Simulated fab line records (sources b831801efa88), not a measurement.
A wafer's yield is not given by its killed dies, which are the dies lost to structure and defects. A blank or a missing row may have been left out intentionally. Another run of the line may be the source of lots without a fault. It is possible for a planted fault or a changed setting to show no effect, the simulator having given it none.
Comparing a struck lot with a sound one ; flow gf180mcu ; 14 out of 602 route steps
Sound: the wafers L509.4, L509.5, L509.6. Struck: wafers L519.1, L519.3. (L519.2 of the same lot was not struck and is left out.) The cause comes at the end.
At each step with rows: each side's tool, then ch and its chambers, then its first start. Under that, the readings that differ: sound wafers ; struck wafers ; difference of the means ; sigmas: that difference in standard deviations of wafers without a fault.
alike: a reading whose means differ by less than 2 such deviations, as well as words and numbers matching on both sides. not compared: withheld readings; readings where some wafer has no value; bounds like >300 that might hide an equal value; numbers whose values overlap and for which the record gives no deviation.
The two part at a step that has a row with sigmas, a row that says differs or no value, or rows on one side only. Numbers that have no deviation but don't overlap get no sigmas and don't part them. A reading missing from all wafers of one side parts the sides only when that side holds two or more wafers.

GF_V4_ETCH_17: etches SiO2 in C4F8/O2/Ar, stops on TiN, target depth 630 nm.
  sound on rie_diel-02 ch 0,2,3; struck on rie_diel-01 ch 2,3
  alike: oes_product_au, rf_fwd_power_W
GF_V4_STRIP_18: strips in O2/N2.
  sound on plasma_asher-02 ch 0,1, day 25 06:00; struck on plasma_asher-01 ch 0, day 28 15:52
reading;sound;struck;difference;sigmas
drypump_motor_current_A (A);6.6 6.6 6.0;4.9 4.9;-1.5;-3
  alike: heater_power_w, n2_flow_sccm, oes_product_au
  not compared: rf_hours_counter_h
then, 2 steps without rows for these wafers: GF_V4_STRIP_19 (strips in post etch residue remover, time 1200 s); GF_V4_CLEAN_20 (cleans in DIW).
GF_V4_SPUTTER_21: material Ti, target thk 15 nm, time 80.02 s.
  sound on pvd_sputter-01 at day 25 06:30; struck on pvd_sputter-02 at day 28 16:24
  alike: throttle_valve_pct
GF_V4_SPUTTER_22: material TiN, target thk 10 nm, time 40 s.
  sound on pvd_sputter-01 at day 25 06:34; struck on pvd_sputter-02 at day 28 16:28
  alike: throttle_valve_pct
then, 1 step without rows for these wafers: GF_V4_CVD_23 (deposits W, target thk 350 nm, time 104.9 s).
GF_V4_RS_MEAS_24: measurement is done with a four-point probe.
  sound on film_metro-03 at day 25 06:47; struck on film_metro-02 at day 28 16:37
  alike: V4_W_RS
GF_V4_THK_MEAS_25: measures by xrf.
  sound on film_metro-03 at day 25 06:52; struck on film_metro-02 at day 28 16:44
  alike: V4_W_THK
then, 1 step without rows for these wafers: GF_V4_CMP_26 (polishes, stops on SiO2, t overpolish 15 s, target thk 0 nm).
GF_MIM_SPUTTER_00: material Ti, target thk 37.5 nm, time 150 s.
  sound on pvd_sputter-03 at day 25 07:12; struck on pvd_sputter-03 at day 28 17:05
  alike: throttle_valve_pct
then, 1 step without rows for these wafers: GF_MIM_SPUTTER_01 (material TiN, target thk 30 nm, time 25 s).
GF_MIM_SPUTTER_02: material AlCu, target thk 450 nm, time 23.9 s.
  sound on pvd_sputter-03 at day 25 07:20; struck on pvd_sputter-03 at day 28 17:13
reading;sound;struck;difference;sigmas
model.AlCu_of_MIM_SPUTTER_02.thk_nm (nm);446.8 451.2 451.5;850.6 850;+400.5;
  alike: throttle_valve_pct
then, 1 step without rows for these wafers: GF_MIM_SPUTTER_03 (material Ti, target thk 10 nm, time 6.7 s).

## WHERE THEY PART
Only at GF_V4_STRIP_18, as far as this record shows. Later steps at which nothing parts them and some readings are alike: GF_V4_SPUTTER_21, GF_V4_SPUTTER_22, GF_V4_RS_MEAS_24, GF_V4_THK_MEAS_25, GF_MIM_SPUTTER_00, GF_MIM_SPUTTER_02.

WHY: the cause the simulator had injected
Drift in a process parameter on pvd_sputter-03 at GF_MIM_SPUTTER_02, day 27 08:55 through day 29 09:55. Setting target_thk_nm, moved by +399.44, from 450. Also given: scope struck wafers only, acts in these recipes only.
